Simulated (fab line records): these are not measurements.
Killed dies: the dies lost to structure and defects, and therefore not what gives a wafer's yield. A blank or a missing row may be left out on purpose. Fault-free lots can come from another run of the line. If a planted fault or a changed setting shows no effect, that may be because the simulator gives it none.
Problem report, 8D (eight disciplines) form, completed by code + flow sky130 + the parts of the form that need people (team, actions taken, sign-off) are left out

## 1. WHAT WENT WRONG
GATE_OXIDE_OVL at SKY_GATE_OXIDE_OVL_MEAS_10 reads a mean of -184.8 nm on 9 wafers of 3 lots; wafers without a fault read -1.0 nm with a standard deviation of 1.3. That is -99 or more standard deviations from the usual mean.
Earliest sighting: wafer L312.2 on overlay-02 at day 16 16:25. The record holds 39 wafers of 13 lots with a number at this step. Rule for "out", or "out of limits": more than 4 standard deviations from the usual mean. The rest of the wafers with a number are treated as sound.

## 2. WHAT IT IS; WHAT IT IS NOT
| question                    | is                     | is not                                                                                       |
|-----------------------------|------------------------|----------------------------------------------------------------------------------------------|
| which readings at this step | GATE_OXIDE_OVL         | -                                                                                            |
| which lots                  | L312, L313, L318       | L304, L305, L307, L309, L311, L314, L317, L319, L321, L323                                   |
| which wafers of those lots  | all that have a number | -                                                                                            |
| read on which gauges        | overlay-02             | overlay-01                                                                                   |
| when                        | from day 16 16:25      | up to then (15 sound wafers); but 15 sound wafers of L314, L317, L319, L321, L323 came after |

## 3. SUSPECTS, AND WHAT RULES EACH OUT
Counting: a tool at any process step up to the reading remains a suspect when it ran all the lots that are out and ran no sound lot after the first of those.
- the gauge at SKY_GATE_OXIDE_OVL_MEAS_10: ruled out. All the wafers that are out were read on overlay-02, but those of them that SKY_PAD_OPEN_PROBE_99 has rows for are out there too, on other tools.
- iline-stepper-02 at SKY_GATE_OXIDE_EXPOSE_07 (exposes mask LVOM, target cd 600 nm): kept. It processed each lot that is out, first L312 at day 16 02:38, and no sound lot thereafter; up to then, the last sound lot it processed was L311 at day 15 22:13.
Remaining after the count: iline-stepper-02 at SKY_GATE_OXIDE_EXPOSE_07.

## 4. THE CAUSE (what the simulator had put in)
Scanner matching overlay: iline-stepper-02, from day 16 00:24 on, at SKY_GATE_OXIDE_EXPOSE_07. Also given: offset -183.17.
Only this tool survived the counting.

## 5. SEQUENCE OF EFFECTS, ordered by route
Each row: a reading whose mean over the struck wafers that have a number lies more than 3 standard deviations from the usual. Only readings whose record carries a usual standard deviation are examined. hours: median over the lots of the time between each lot's start at the first step of this table that gives one and its start at this step. sigmas: the change, counted in usual standard deviations.
| hours | step                       | reading             | usual   | on struck wafers | change | sigmas      |
|-------|----------------------------|---------------------|---------|------------------|--------|-------------|
| 0     | SKY_GATE_OXIDE_OVL_MEAS_10 | GATE_OXIDE_OVL      | -1.0 nm | -184.8           | -183.8 | -99 or more |
| 751   | SKY_PAD_OPEN_PROBE_99      | killed-at-front-end | 15      | 418              | +403   | +84         |
| 751   | SKY_PAD_OPEN_PROBE_99      | killed-dies         | 86      | 492              | +406   | +44         |
| 751   | SKY_PAD_OPEN_PROBE_99      | killed-on-rim       | 17      | 96               | +79    | +19         |
Its process steps:
- SKY_PAD_OPEN_PROBE_99
Later measuring or inspecting steps at which every struck wafer that the step has a row for has a number for every such reading, and none has moved that far: SKY_POLY_GATE_THK_MEAS_01.

## 6. HOW IT WOULD HAVE BEEN CAUGHT EARLIER
Counted from the fault's start at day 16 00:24, it took 16 hours until the first out-of-limits reading at a measuring or inspecting step in this record, taken at day 16 16:25.
Lots out: 3; of these, L318 started SKY_GATE_OXIDE_EXPOSE_07 on iline-stepper-02 after day 16 16:25. Had the tool been put on hold then, it would have been spared.
